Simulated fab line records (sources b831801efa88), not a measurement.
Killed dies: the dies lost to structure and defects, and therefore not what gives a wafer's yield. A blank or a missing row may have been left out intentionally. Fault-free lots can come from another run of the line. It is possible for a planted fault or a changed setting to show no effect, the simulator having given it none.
Comparing a struck lot with a sound one -- flow sky130 -- 29 out of 708 route steps
Sound: the wafers L156.2, L156.5, L156.6. Struck: wafers L151.1, L151.3, L151.5. The cause is named last.
Per side, at each step with rows, come the tool, then ch with its chambers, and then its first start. Under that, the readings that differ: sound wafers -- struck wafers -- difference of the means -- sigmas: that difference in standard deviations of wafers without a fault.
alike: same words and numbers on both sides, and readings whose means sit less than 2 such deviations apart. not compared: any withheld reading, any reading some wafer has no value for, any bound like >300 that may hide the same value, and any number with overlapping values for which the record gives no deviation.
Wherever a step has rows on one side only, a row that says differs or no value, or a row with sigmas, the two part there. Numbers that have no deviation but don't overlap get no sigmas and don't part them. Lack of a reading on every wafer of one side parts them only where that side has two or more wafers.

first, 9 steps without rows for these wafers: SKY_METAL2_DEVELOP_14 (develop time 60 s); SKY_METAL2_DESCUM_17 (chemistry O2, time 8 s); SKY_METAL2_ETCH_18 (etches BARC in N2/H2, stops on SiO2, time 45.9 s, target depth 60 nm); SKY_METAL2_METAL_ETCH_19 (etches the open film in Cl2/BCl3, stops on SiO2, target depth 360 nm, time 78 s); SKY_METAL2_STRIP_20 (strips in O2/N2); SKY_METAL2_STRIP_21 (strips in post etch residue remover, time 1200 s); SKY_METAL2_CLEAN_22 (cleans in IPA, time 180 s); SKY_METAL2_CLEAN_23 (cleans in O3/DIW); SKY_VIA2_HDPCVD_00 (deposits SiO2, target thk 1180 nm, time 196.7 s).
SKY_VIA2_CMP_02: polishes SiO2.
  sound on cmp-01 ch 0,1,2, day 42 00:42; struck on cmp-02 ch 0,3, day 40 15:10
  no value came back on the struck wafers for edge zone pressure frac, head pressure psi (psi), motor current A (A); on the sound wafers edge zone pressure frac reads 1.000 0.999 1.009
reading,sound,struck,difference,sigmas
model.SiO2_of_VIA2_HDPCVD_00.thk nm (nm),486.5 486.1 489.4,1180 1173 1194,+695,
SKY_VIA2_BOW_MEAS_03:
  sound: film metro-02 at day 42 00:55; struck: film metro-02 at day 40 15:28
reading,sound,struck,difference,sigmas
VIA2_BOW (um),65 87 65,108 119 123,+44,+6
then, 9 steps without rows for these wafers: SKY_VIA2_DEHYDRATE_04 (time 60 s); SKY_VIA2_HMDS_05 (prime time 60 s); SKY_VIA2_COAT_06 (resist thk 60 nm); SKY_VIA2_COAT_07 (resist thk 450 nm); SKY_VIA2_SOFTBAKE_08 (time 90 s); SKY_VIA2_EXPOSE_09 (exposes mask VIM2, target cd 200 nm); SKY_VIA2_PEB_10; SKY_VIA2_DEVELOP_11 (develop time 60 s); SKY_VIA2_ETCH_14 (etches BARC in N2/H2, stops on SiO2, time 45.9 s, target depth 60 nm).
SKY_VIA2_ETCH_15: etches SiO2 in C4F8/O2/Ar, stops on TiN, target depth 546 nm, time 84 s.
  sound on rie diel-01 ch 0,3, day 42 23:31; struck on rie diel-01 ch 0,2,3, day 41 16:19
reading,sound,struck,difference,sigmas
oes product au (a.u.),0.932 0.932 0.931,1.636 1.617 1.638,+0.699,+99 or more
model.etch.depth nm (nm),486.5 486.1 489.4,550.9 543.9 552.5,+61.8,
model.VIA2.feature depth nm (nm),486.5 486.1 489.4,550.9 543.9 552.5,+61.8,
  alike: chamber pressure mTorr
  not compared: rf hours counter h
then, 6 steps without rows for these wafers: SKY_VIA2_STRIP_16 (strips in O2/N2); SKY_VIA2_STRIP_17 (strips in post etch residue remover, time 1200 s); SKY_VIA2_CLEAN_18 (cleans in IPA, time 180 s); SKY_VIA2_CLEAN_19 (cleans in O3/DIW); SKY_VIA2_SPUTTER_20 (material TiN, target thk 20 nm, time 80 s); SKY_VIA2_CVD_21 (deposits W, target thk 420 nm, time 126.4 s).
SKY_VIA2_CMP_24: polishes, stops on SiO2, t overpolish 20 s, target thk 0 nm.
  sound on cmp-02 ch 0,1, day 43 00:36; struck on cmp-02 ch 2,3, day 41 17:23
reading,sound,struck,difference,sigmas
model.SiO2_of_VIA2_HDPCVD_00.thk nm (nm),482.1 481.7 485,1176 1168 1189,+695,
  alike: edge zone pressure frac, head pressure psi, motor current A
-- the record jumps here: 8 days lie between the struck wafers' starts before and after (it left off in module VIA2 and takes up again in module PAD_OPEN, whose first step shown is number 708 of the route) --
SKY_PAD_OPEN_PROBE_99:
  sound: prober-02 at day 50 23:32; struck: prober-01 at day 49 23:08
reading,sound,struck,difference,sigmas
defect limited yield (%),84.1 83.3 82.7,0 0 0,-83,-46
killed_at_M0_to_M3,49 35 41,445 445 455,+407,+58
killed dies,78 82 85,492 492 492,+410,+47
killed on rim,18 16 17,96 96 96,+79,+20
sort_bin_5_function (%),8.3 10.4 10.2,90.7 93.9 90.7,+82.1,+55
sort n pass,414 410 407,0 0 0,-410,-47
sort yield pct (%),84.1 83.3 82.7,0 0 0,-83,-46
  alike: killed_at_M4_up, killed at contacts, killed at front end, killed at other, killed open, killed short, sort_bin_3_pad_short, sort_bin_6_memory

== WHERE THEY PART ==
Last at SKY_PAD_OPEN_PROBE_99 as far as this record goes, first at SKY_VIA2_CMP_02.

WHY: whatever the simulator had introduced
Beginning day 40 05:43, the whole step at SKY_VIA2_CMP_02 was skipped on cmp-02. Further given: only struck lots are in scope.
